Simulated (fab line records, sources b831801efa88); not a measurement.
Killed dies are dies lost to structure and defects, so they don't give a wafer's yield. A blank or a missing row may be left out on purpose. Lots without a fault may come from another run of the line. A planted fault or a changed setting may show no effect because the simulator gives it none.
Which tool did it? | flow gf180mcu | 11 lots, 33 wafers sampled, at 5 steps of a route of 602

WHAT THE GAUGES READ, wafer by wafer
GF_M2_THK_MEAS_06: measures by xrf. Usual: M2_ALCU_THK 448 nm, standard deviation 5.2.
lot  | measured     | on            | M2_ALCU_THK (nm) | flag
L509 | day 19 12:09 | film_metro-01 | 441 442 436      |
L513 | day 21 00:38 | film_metro-03 | 440 446 444      |
L518 | day 23 04:43 | film_metro-02 | 451 452 451      |
L520 | day 23 23:44 | film_metro-02 | 448 447 443      |
L521 | day 24 13:47 | film_metro-03 | 455 454 458      |
L522 | day 25 01:09 | film_metro-03 | 444 445 450      |
L523 | day 25 06:08 | film_metro-02 | 456 448 449      |
L524 | day 25 09:42 | film_metro-02 | 445 438 442      |
L525 | day 25 13:02 | film_metro-03 | 450 450 449      |
L526 | day 25 17:18 | film_metro-01 | 443 446 448      |
L528 | day 26 10:44 | film_metro-03 | 456 454 452      |

GF_V2_THK_MEAS_03. Usual: V2_CVD_02_THK 849 nm, standard deviation 11.
lot  | measured     | on            | V2_CVD_02_THK (nm) | flag
L509 | day 20 14:07 | film_metro-03 | 850 872 851        |
L513 | day 22 01:01 | film_metro-03 | 833 847 853        |
L518 | day 24 04:02 | film_metro-01 | 843 847 864        |
L520 | day 24 22:13 | film_metro-03 | 841 868 873        |
L521 | day 25 11:45 | film_metro-04 | 844 848 861        |
L522 | day 25 23:47 | film_metro-01 | 839 862 852        |
L523 | day 26 04:14 | film_metro-01 | 857 861 884        |
L524 | day 26 07:26 | film_metro-01 | 849 870 849        |
L525 | day 26 11:25 | film_metro-01 | 843 848 852        |
L526 | day 26 14:50 | film_metro-01 | 849 848 835        |
L528 | day 27 07:55 | film_metro-03 | 837 836 848        |

WHICH TOOL RAN EACH LOT (tool, then ch and the chambers of the sampled wafers, then the start)
lot  | GF_M2_SOFTBAKE_10                 | GF_M2_METAL_ETCH_16               | GF_M2_STRIP_17
L509 | litho_track-02 ch 0, day 20 01:10 | rie_metal-01 ch 0,1, day 20 13:16 | plasma_asher-01 ch 0,1, day 20 13:23
L513 | litho_track-03 ch 0, day 21 11:56 | rie_metal-01 ch 0,1, day 22 00:07 | plasma_asher-04 ch 0,1, day 22 00:15
L518 | litho_track-01 ch 0, day 23 15:16 | rie_metal-03 ch 0,1, day 24 02:49 | plasma_asher-04 ch 0,1, day 24 02:57
L520 | litho_track-03 ch 0, day 24 10:26 | rie_metal-02 ch 0,1, day 24 21:21 | plasma_asher-04 ch 0,1, day 24 21:29
L521 | litho_track-03 ch 0, day 25 00:10 | rie_metal-01 ch 0,1, day 25 10:52 | plasma_asher-02 ch 0,1, day 25 11:00
L522 | litho_track-01 ch 0, day 25 11:50 | rie_metal-01 ch 0,1, day 25 22:54 | plasma_asher-01 ch 0,1, day 25 23:02
L523 | litho_track-01 ch 0, day 25 16:41 | rie_metal-01 ch 0,1, day 26 03:22 | plasma_asher-01 ch 1, day 26 03:30
L524 | litho_track-03 ch 0, day 25 20:26 | rie_metal-01 ch 0,1, day 26 06:35 | plasma_asher-01 ch 0,1, day 26 06:43
L525 | litho_track-03 ch 0, day 25 23:49 | rie_metal-03 ch 0, day 26 10:33   | plasma_asher-02 ch 0, day 26 10:41
L526 | litho_track-02 ch 0, day 26 03:37 | rie_metal-02 ch 0,1, day 26 13:58 | plasma_asher-04 ch 0,1, day 26 14:06
L528 | litho_track-02 ch 0, day 26 20:37 | rie_metal-01 ch 0,1, day 27 07:03 | plasma_asher-02 ch 0,1, day 27 07:11
- GF_M2_SOFTBAKE_10: time 62.93 s.
- GF_M2_METAL_ETCH_16: etches the open film in Cl2/BCl3, stops on SiO2, target depth 750.8 nm, time 125.1 s.
- GF_M2_STRIP_17: strips in O2/N2.

WHAT THE TOOLS THEMSELVES READ (means of the sampled wafers that have a number; where no wafer has one, the mark that the record gives instead)
GF_M2_SOFTBAKE_10. Usual: plate_sensor_t_centre_C 131.01 C, standard deviation 0.01; plate_sensor_t_edge_C 131.21 C, standard deviation 0.01; softbake_temp_c 130.00 C, standard deviation 0.16.
lot  | tool           | plate_sensor_t_centre_C (C) | plate_sensor_t_edge_C (C) | softbake_temp_c (C) | flag
L509 | litho_track-02 | 131.00                      | 131.20                    | 130.21              |
L513 | litho_track-03 | 131.02                      | 131.21                    | 130.19              |
L518 | litho_track-01 | 131.02                      | 131.22                    | 130.11              |
L520 | litho_track-03 | 131.02                      | 131.20                    | 129.89              |
L521 | litho_track-03 | 131.01                      | 131.21                    | 129.93              |
L522 | litho_track-01 | 131.02                      | 131.20                    | 130.09              |
L523 | litho_track-01 | 131.00                      | 131.19                    | 129.80              |
L524 | litho_track-03 | 131.02                      | 131.20                    | 130.00              |
L525 | litho_track-03 | 131.02                      | 131.21                    | 129.88              |
L526 | litho_track-02 | 131.01                      | 131.21                    | 129.82              |
L528 | litho_track-02 | 131.01                      | 131.21                    | 130.11              |

GF_M2_METAL_ETCH_16. Usual: bcl3_flow_sccm 39.98 sccm, standard deviation 0.12; bias_w 140.0 W, standard deviation 0.4; drypump_motor_current_A 5.54 A, standard deviation 0.26; mfc_cl2_sccm 80.00 sccm, standard deviation 0.27; oes_product_au 0.992 a.u., standard deviation 0.0055; throttle_valve_pct 28.227 %, standard deviation 0.01.
lot  | tool         | bcl3_flow_sccm (sccm) | bias_w (W) | drypump_motor_current_A (A) | mfc_cl2_sccm (sccm) | oes_product_au (a.u.) | throttle_valve_pct (%) | flag
L509 | rie_metal-01 | 40.00                 | 140.2      | 5.43                        | 80.08               | 0.990                 | 28.215                 |
L513 | rie_metal-01 | 39.96                 | 165.8      | 5.44                        | 79.80               | 0.992                 | 28.222                 | OFF
L518 | rie_metal-03 | 39.98                 | 140.1      | 5.98                        | 80.03               | 0.993                 | 28.225                 |
L520 | rie_metal-02 | 40.03                 | 140.5      | 5.65                        | 79.78               | 0.999                 | 28.215                 |
L521 | rie_metal-01 | 39.94                 | 140.4      | 5.43                        | 80.33               | 0.987                 | 28.228                 |
L522 | rie_metal-01 | 39.90                 | 139.8      | 5.44                        | 80.31               | 0.991                 | 28.223                 |
L523 | rie_metal-01 | 39.97                 | 139.8      | 5.41                        | 79.98               | 0.992                 | 28.227                 |
L524 | rie_metal-01 | 39.99                 | 140.3      | 5.44                        | 80.00               | 0.992                 | 28.233                 |
L525 | rie_metal-03 | 39.95                 | 139.9      | 5.64                        | 79.74               | 0.996                 | 28.229                 |
L526 | rie_metal-02 | 39.83                 | 140.2      | 5.44                        | 79.91               | 0.993                 | 28.221                 |
L528 | rie_metal-01 | 40.10                 | 139.7      | 5.44                        | 80.11               | 0.989                 | 28.229                 |

GF_M2_STRIP_17. Usual: drypump_motor_current_A 5.96 A, standard deviation 0.24; heater_power_w 363 W, standard deviation 42; oes_product_au 0.536 a.u., standard deviation 0.005; strip_time_to_endpoint_s 7.35 s, standard deviation 0.041.
lot  | tool            | drypump_motor_current_A (A) | heater_power_w (W) | oes_product_au (a.u.) | strip_time_to_endpoint_s (s) | flag
L509 | plasma_asher-01 | 5.64                        | 376                | 0.532                 | 7.33                         |
L513 | plasma_asher-04 | 6.18                        | 379                | 0.528                 | 7.16                         | OFF
L518 | plasma_asher-04 | 6.19                        | 381                | 0.536                 | 7.37                         |
L520 | plasma_asher-04 | 6.18                        | 379                | 0.541                 | 7.33                         |
L521 | plasma_asher-02 | 5.98                        | 313                | 0.537                 | 7.40                         |
L522 | plasma_asher-01 | 5.75                        | 392                | 0.536                 | 7.34                         |
L523 | plasma_asher-01 | 5.57                        | 373                | 0.537                 | 7.39                         |
L524 | plasma_asher-01 | 5.67                        | 382                | 0.538                 | 7.35                         |
L525 | plasma_asher-02 | 5.94                        | 312                | 0.537                 | 7.31                         |
L526 | plasma_asher-04 | 6.13                        | 358                | 0.537                 | 7.34                         |
L528 | plasma_asher-02 | 5.99                        | 315                | 0.535                 | 7.33                         |

THE ANSWER, worked out from the rows above alone
Rule: a lot is off if the mean of its wafers that have a number lies more than 3 standard deviations from the usual mean. A lot without any number at a reading at which 4 lots or more have one is off too. The other lots that the step has rows for count as sound. The gauges are gone through in route order, then the tools' own readings, and for those a lot's mean is taken as printed above. The first step at which some lot is off is used, and at that step the reading that is off furthest; a lot without a number counts as furthest.
Off: L513, at GF_M2_METAL_ETCH_16 (bias_w).
A tool fits if, at that step or a process step before it, it ran every lot that is off, and no sound lot after the first of them. None of those tried fits.

WHAT THE SIMULATOR HAD PUT IN
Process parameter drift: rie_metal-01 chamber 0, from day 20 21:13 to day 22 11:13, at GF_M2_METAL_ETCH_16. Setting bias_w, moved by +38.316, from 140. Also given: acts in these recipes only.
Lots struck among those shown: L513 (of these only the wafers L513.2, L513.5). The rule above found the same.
